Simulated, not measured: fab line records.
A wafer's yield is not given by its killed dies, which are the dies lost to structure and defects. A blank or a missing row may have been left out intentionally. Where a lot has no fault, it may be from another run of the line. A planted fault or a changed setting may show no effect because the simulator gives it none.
Which tool was responsible? | flow sky130 | 15 lots, 45 wafers sampled, at 3 steps of a route of 708

== WHAT EACH GAUGE READ, for each wafer ==
SKY_NWELL_TW_MEAS_15.
lot  | measured    | on            | NWELL_TW
L850 | day 4 19:43 | film-metro-03 | 1821 1809 1813
L852 | day 5 01:09 | film-metro-01 | 1803 1801 1794
L851 | day 5 04:41 | film-metro-04 | 1814 1806 1821
L854 | day 5 16:39 | film-metro-01 | 1784 1794 1791
L856 | day 6 06:50 | film-metro-01 | 1789 1790 1805
L857 | day 6 13:26 | film-metro-01 | 2224 2223 2233 2216 2224 2222
L858 | day 6 13:11 | film-metro-03 | 1815 1804 1809
L861 | day 7 09:25 | film-metro-04 | 1810 1812 1821
L862 | day 7 11:19 | film-metro-04 | 2230 2250 2226 2237 2237 2241
L865 | day 8 13:29 | film-metro-01 | 2247 2251 2236 2244 2236 2232
L868 | day 8 23:30 | film-metro-01 | 1811 1805 1807
L869 | day 9 04:13 | film-metro-01 | 1796 1802 1803
L870 | day 9 14:34 | film-metro-01 | 1782 1794 1793
L871 | day 9 19:54 | film-metro-03 | 1824 1806 1824
L872 | day 9 22:01 | film-metro-04 | 1819 1817 1814

SKY_NWELL_RS_MEAS_29: uses a four-point probe to measure.
lot  | measured     | on            | NWELL_RS (ohm/sq)
L850 | day 5 14:38  | film-metro-03 | 622.6 623.2 620.6
L852 | day 5 20:07  | film-metro-03 | 620.1 622.0 622.7
L851 | day 5 23:14  | film-metro-04 | 626.0 626.1 625.5
L854 | day 6 10:38  | film-metro-01 | 629.3 626.6 627.4
L856 | day 7 02:53  | film-metro-03 | 623.6 622.3 623.5
L857 | day 7 08:29  | film-metro-01 | 431.7 431.0 430.9 431.3 430.4 430.1
L858 | day 7 08:47  | film-metro-03 | 622.0 621.5 624.7
L861 | day 8 05:46  | film-metro-03 | 625.7 624.0 621.9
L862 | day 8 07:40  | film-metro-01 | 431.6 432.4 432.1 432.0 431.9 432.0
L865 | day 9 10:28  | film-metro-01 | 430.7 431.0 430.4 431.2 431.0 430.8
L868 | day 9 20:45  | film-metro-01 | 624.7 623.9 625.8
L869 | day 10 02:03 | film-metro-03 | 622.2 625.0 625.1
L870 | day 10 12:53 | film-metro-04 | 626.7 627.1 626.4
L871 | day 10 17:56 | film-metro-03 | 622.0 622.1 622.9
L872 | day 10 20:27 | film-metro-01 | 628.9 628.3 627.1

== TOOL THAT RAN EACH LOT (tool first, then ch and the chambers of the sampled wafers, then the start) ==
lot  | SKY_NWELL_IMPLANT_11
L850 | implanter-04 ch 0, day 4 19:11
L852 | implanter-03 ch 0, day 5 00:38
L851 | implanter-02 ch 0, day 5 04:08
L854 | implanter-03 ch 0, day 5 16:06
L856 | implanter-03 ch 0, day 6 06:19
L857 | implanter-04 ch 0, day 6 12:34
L858 | implanter-03 ch 0, day 6 12:38
L861 | implanter-04 ch 0, day 7 08:52
L862 | implanter-02 ch 0, day 7 10:27
L865 | implanter-03 ch 0, day 8 12:35
L868 | implanter-04 ch 0, day 8 22:57
L869 | implanter-03 ch 0, day 9 03:40
L870 | implanter-02 ch 0, day 9 14:01
L871 | implanter-03 ch 0, day 9 19:21
L872 | implanter-03 ch 0, day 9 21:30
- SKY_NWELL_IMPLANT_11

== AS READ BY THE TOOLS THEMSELVES (means over the sampled wafers that have a number; for cases with no such wafer, the mark the record gives instead) ==
SKY_NWELL_IMPLANT_11.
lot  | tool         | dose-ions-cm2
L850 | implanter-04 | 1.8956e+13
L852 | implanter-03 | 1.8975e+13
L851 | implanter-02 | 1.9002e+13
L854 | implanter-03 | 1.8990e+13
L856 | implanter-03 | 1.9023e+13
L857 | implanter-04 | 1.9004e+13
L858 | implanter-03 | 1.8965e+13
L861 | implanter-04 | 1.9011e+13
L862 | implanter-02 | 1.9001e+13
L865 | implanter-03 | 1.9011e+13
L868 | implanter-04 | 1.8996e+13
L869 | implanter-03 | 1.9005e+13
L870 | implanter-02 | 1.9017e+13
L871 | implanter-03 | 1.9012e+13
L872 | implanter-03 | 1.9026e+13

== THE ANSWER, worked out from the rows above alone ==
Rule: the usual values come from the lots themselves. The widest of any qualifying gaps counts: lots, ordered by their means at a reading, are off when they make up no more than a third of the lots, leave a main group of 4 or more, and stand apart from it by 3 or more times the standard deviation of that group's means. If all means in a main group match to the digits the tables above print for the reading, that group is not used. Also off: a lot with no number at a reading for which 4 or more lots have one. Where the step has rows for the other lots, those lots are counted as sound. The gauges are gone through in route order, then the tools' own readings, and for those a lot's mean is taken as printed above. The first step at which some lot is off is used, and at that step the reading that is off furthest; a lot without a number counts as furthest.
Off: at SKY_NWELL_TW_MEAS_15 (NWELL_TW), L857, L862, L865. For the main group the mean is 1806 and the standard deviation 10.
A tool fits if, at a process step before that reading, it ran every lot that is off, and no sound lot after the first of them. Gauges at SKY_NWELL_TW_MEAS_15: tried the same way as those tools. Of those tried, none fits.

== WHAT WAS PUT IN BY THE SIMULATOR ==
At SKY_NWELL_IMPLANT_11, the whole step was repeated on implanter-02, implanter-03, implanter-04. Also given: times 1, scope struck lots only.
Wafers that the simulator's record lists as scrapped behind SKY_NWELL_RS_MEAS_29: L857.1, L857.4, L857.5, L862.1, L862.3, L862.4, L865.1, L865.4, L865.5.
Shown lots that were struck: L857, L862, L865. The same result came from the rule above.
